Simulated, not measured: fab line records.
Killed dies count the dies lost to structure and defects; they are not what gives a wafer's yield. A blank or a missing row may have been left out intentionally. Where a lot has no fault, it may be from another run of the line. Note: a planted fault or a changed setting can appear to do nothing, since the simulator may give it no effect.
A struck lot beside a sound one :: flow sky130 :: 20 steps out of a route of 708
Sound: the wafers L464.2, L464.4, L464.5. Struck: wafers L469.1, L469.3, L469.5. The cause is given at the end.
At each step with rows: each side's tool, then ch and its chambers, then its first start. Under that, the readings that differ: sound wafers :: struck wafers :: difference of the means :: sigmas: that difference in standard deviations of wafers without a fault.
alike: a reading whose means differ by less than 2 such deviations, as well as words and numbers matching on both sides. not compared: withheld readings; readings where some wafer has no value; bounds like >300 that might hide an equal value; numbers whose values overlap and for which the record gives no deviation.
A row with sigmas, a row that says differs or no value, or rows on one side alone: a step with any of these is where the two part. Numbers that have no deviation but don't overlap get no sigmas and don't part them. A reading that every wafer of one side lacks parts them only if that side has two wafers or more.

first, 2 steps without rows for these wafers: SKY_GATE_OXIDE_IMPLANT_11; SKY_GATE_OXIDE_WET_ETCH_12 (etches SiO2 in dHF, target depth 16.8 nm, time 336 s).
SKY_GATE_OXIDE_STRIP_13: strips in O2/N2.
  sound on plasma-asher-02 ch 0,1, day 12 01:24; struck on plasma-asher-01 ch 0,1, day 13 16:38
  alike: drypump-motor-current-A, oes-product-au, strip-time-to-endpoint-s
  not compared: rf-hours-counter-h
SKY_GATE_OXIDE_TW_MEAS_14:
  struck on film-metro-03, day 13 16:44; sound on film-metro-01, day 12 01:31
reading: GATE_OXIDE_TW
sound: 220.6 219.7 221.1
struck: 226.4 226.4 226.9
difference: +6.1
sigmas: +3
then, 3 steps without rows for these wafers: SKY_GATE_OXIDE_CLEAN_15 (cleans in SC1/SC2, time 150 s); SKY_GATE_OXIDE_OXIDATION_16 (stabilise 600 s, purge 300 s, target thk 3.57 nm); SKY_POLY_GATE_CVD_00 (deposits poly-Si, target thk 180 nm, time 720 s).
SKY_POLY_GATE_THK_MEAS_01:
  struck on film-metro-02, day 13 19:40; sound on film-metro-04, day 12 08:33
  alike: POLY_GATE_CVD_00_THK
then, 4 steps without rows for these wafers: SKY_RES_PROTECT_DEHYDRATE_00 (time 60 s); SKY_RES_PROTECT_HMDS_01 (prime time 60 s); SKY_RES_PROTECT_COAT_02 (resist thk 1140 nm); SKY_RES_PROTECT_SOFTBAKE_03 (time 60 s).
SKY_RES_PROTECT_EXPOSE_04: exposes mask RPM, target cd 1270 nm.
  sound on iline-stepper-02 ch 0, day 12 19:41; struck on iline-stepper-01 ch 0, day 14 08:20
reading: mask
sound: RPM#0 RPM#0 RPM#0
struck: NTM#0 NTM#0 NTM#0
difference: differs
sigmas: 
  alike: exposure-dose-mJ-cm2, reticle-temp-C
then, 3 steps without rows for these wafers: SKY_RES_PROTECT_PEB_05; SKY_RES_PROTECT_DEVELOP_06 (develop time 60 s); SKY_POLY_GATE_IMPLANT_02.
SKY_RES_PROTECT_STRIP_07: strips in O2/N2.
  sound on plasma-asher-02 ch 0,1, day 13 07:25; struck on plasma-asher-01 ch 0,1, day 14 20:41
  alike: drypump-motor-current-A, oes-product-au, strip-time-to-endpoint-s
  not compared: rf-hours-counter-h
SKY_RES_PROTECT_TW_MEAS_08:
  struck on film-metro-04, day 14 20:47; sound on film-metro-03, day 13 07:31
reading: POLY_GATE_TW
sound: 4078 4084 4086
struck: 30 30 30
difference: -4053
sigmas: -99 or more
then, 1 step without rows for these wafers: SKY_RES_PROTECT_CLEAN_09 (cleans in SC1/SC2, time 150 s).
-- a jump in the record: the struck wafers' starts before and after are 31 days apart (it breaks off in module RES_PROTECT and resumes in module PAD_OPEN, where the first step shown is number 708 of the route) --
SKY_PAD_OPEN_PROBE_99:
  struck on prober-02, day 45 13:31; sound on prober-01, day 44 10:04
  alike: killed_at_M0_to_M3, killed_at_M4_up, killed-at-contacts, killed-at-front-end, killed-at-other, killed-dies, killed-open, killed-short

## WHERE THEY PART
Last at SKY_RES_PROTECT_TW_MEAS_08 as far as this record goes, first at SKY_GATE_OXIDE_TW_MEAS_14. Later steps at which nothing parts them and some readings are alike: SKY_PAD_OPEN_PROBE_99.

WHY: what had been put in by the simulator
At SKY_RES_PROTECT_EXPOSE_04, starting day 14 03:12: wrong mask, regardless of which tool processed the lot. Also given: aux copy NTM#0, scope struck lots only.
